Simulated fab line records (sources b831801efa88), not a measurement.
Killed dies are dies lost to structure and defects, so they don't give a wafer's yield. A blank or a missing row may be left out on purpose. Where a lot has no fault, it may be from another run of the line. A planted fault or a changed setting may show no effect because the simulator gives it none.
Code-filled problem report in 8D (eight disciplines) form || flow gf180mcu || the parts of the form that need people (team, actions taken, sign-off) are left out

1. WHAT IS WRONG
A mean of 80.6 s is read at GF_POLY_GATE_ETCH_13 for run-length-s, taken on 1 wafer of 1 lot, against 97.7 s (standard deviation 0.41) on wafers free of any fault. That is -42 standard deviations from the usual mean.
The step: etches poly-Si in HBr/Cl2, stops on SiO2, target depth 198.5 nm, time 69.6 s.
Seen first at day 13 06:59 on rie-si-01, wafer L710.4. At this step, 39 wafers from 13 lots have a number in the record. Rule for "out", or "out of limits": more than 4 standard deviations from the usual mean. Any other wafer with a number is counted as sound.

2. WHAT IT IS AND WHAT IT IS NOT
{"question": "which readings at this step", "is": "run-length-s", "is not": "drypump-motor-current-A, oes-product-au, throttle-valve-pct"}
{"question": "which lots", "is": "L710", "is not": "L696, L697, L698, L699, L700, L702, L703, L705, L706, L707, L717, L719"}
{"question": "which wafers of those lots", "is": "L710.4", "is not": "L710.2, L710.6"}
{"question": "read on which tools", "is": "rie-si-01", "is not": "rie-si-02"}
{"question": "when", "is": "from day 13 06:59", "is not": "up to then (32 sound wafers); but 6 sound wafers of L717, L719 came after"}

3. THE SUSPECTS, EACH WITH WHAT RULES IT OUT
Counting: if a tool at a process step up to the reading ran every lot that is out, it stays a suspect. Sound lots after the first of them don't rule it out here, since some wafers of a struck lot are sound.
- rie-si-01 at GF_POLY_GATE_ETCH_13 (etches poly-Si in HBr/Cl2, stops on SiO2, target depth 198.5 nm, time 69.6 s): kept. It processed L710, the lot that is out, at day 13 06:59, and its most recent sound lot before then was L706 at day 12 02:59. Its own run-length-s readings are out on those wafers.
- rie-si-01, GF_POLY_GATE_ETCH_13: wafers that are out in chamber 2, sound lot-mates in chambers 0, 1.
After counting, what remains is rie-si-01 at GF_POLY_GATE_ETCH_13.

4. THE CAUSE (what the simulator had put in)
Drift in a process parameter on rie-si-01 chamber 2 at GF_POLY_GATE_ETCH_13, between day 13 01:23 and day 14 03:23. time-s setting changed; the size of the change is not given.
Only this tool survived the counting.

5. SEQUENCE OF EFFECTS, ordered by route
Each row: a reading where the mean over the struck wafers with a number is more than 3 standard deviations away from the usual. Readings are gone through only where the record gives a usual standard deviation; hours: the median, over the lots, of the time from a lot's start at the first step in this table giving one to that lot's start at this step; sigmas: the change measured in usual standard deviations.
{"hours": 0, "step": "GF_POLY_GATE_ETCH_13", "reading": "run-length-s", "usual": "97.7 s", "on struck wafers": 80.6, "change": -17.1, "sigmas": -42}
{"hours": 473, "step": "GF_PASSIVATION_PROBE_99", "reading": "killed-on-rim", "usual": 9.7, "on struck wafers": 19.0, "change": "+9.3", "sigmas": "+3.1"}
Process steps it contains:
- GF_POLY_GATE_ETCH_13: etches poly-Si in HBr/Cl2, stops on SiO2, target depth 198.5 nm, time 69.6 s.
- GF_PASSIVATION_PROBE_99
Later steps that measure or inspect, where all struck wafers having a row at the step show a number for every such reading and not one has moved that far: GF_SALICIDE_RS_MEAS_04.

6. WHAT WOULD HAVE CAUGHT IT SOONER
6 hours passed between the start of the fault at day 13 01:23 and the first reading out of limits in this record, taken at day 13 06:59.
